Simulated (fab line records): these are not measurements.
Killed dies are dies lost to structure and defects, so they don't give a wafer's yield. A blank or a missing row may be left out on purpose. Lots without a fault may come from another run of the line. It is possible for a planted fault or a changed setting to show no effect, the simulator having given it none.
Which tool was responsible? || flow gf180mcu || 36 wafers sampled from 12 lots at 1 step of a route of 602

## WHAT EACH GAUGE READ, for each wafer
GF_STI_THK_MEAS_02.
{"lot": "L075", "measured": "day 1 18:26", "on": "filmMetro-02", "STI_OXIDATION_THK (nm)": "10.34 10.13 10.32"}
{"lot": "L077", "measured": "day 2 03:14", "on": "filmMetro-04", "STI_OXIDATION_THK (nm)": "10.41 10.09 10.03"}
{"lot": "L079", "measured": "day 2 13:52", "on": "filmMetro-02", "STI_OXIDATION_THK (nm)": "9.87 9.84 9.88"}
{"lot": "L081", "measured": "day 2 22:47", "on": "filmMetro-03", "STI_OXIDATION_THK (nm)": "9.91 9.96 9.89"}
{"lot": "L083", "measured": "day 3 08:31", "on": "filmMetro-04", "STI_OXIDATION_THK (nm)": "10.23 10.26 10.07"}
{"lot": "L085", "measured": "day 3 18:32", "on": "filmMetro-04", "STI_OXIDATION_THK (nm)": "10.05 10.16 10.24"}
{"lot": "L087", "measured": "day 4 04:32", "on": "filmMetro-02", "STI_OXIDATION_THK (nm)": "9.79 9.80 9.86"}
{"lot": "L089", "measured": "day 4 15:08", "on": "filmMetro-04", "STI_OXIDATION_THK (nm)": "9.53 9.59 9.53"}
{"lot": "L091", "measured": "day 5 00:31", "on": "filmMetro-02", "STI_OXIDATION_THK (nm)": "10.06 9.93 10.00"}
{"lot": "L093", "measured": "day 5 14:53", "on": "filmMetro-03", "STI_OXIDATION_THK (nm)": "9.82 9.82 9.85"}
{"lot": "L095", "measured": "day 5 21:28", "on": "filmMetro-03", "STI_OXIDATION_THK (nm)": "9.90 9.82 9.82"}
{"lot": "L097", "measured": "day 6 06:31", "on": "filmMetro-02", "STI_OXIDATION_THK (nm)": "10.16 10.38 10.27"}

## EACH LOT AND THE TOOL THAT RAN IT (in order: tool; ch and the chambers of the sampled wafers; start)
The record holds no process step before these readings.

## THE ANSWER, worked out from the rows above alone
Rule: usual is defined by the lots themselves. The widest of any qualifying gaps counts: lots, ordered by their means at a reading, are off when they make up no more than a third of the lots, leave a main group of 4 or more, and stand apart from it by 3 or more times the standard deviation of that group's means. A main group is skipped when, at the precision printed for the reading in the tables above, its means are all equal. Also off: a lot with no number at a reading for which 4 or more lots have one. All remaining lots with rows at the step are treated as sound.
No lot is off at any reading shown: from this, nothing can be told.

## WHAT THE SIMULATOR HAD INSERTED
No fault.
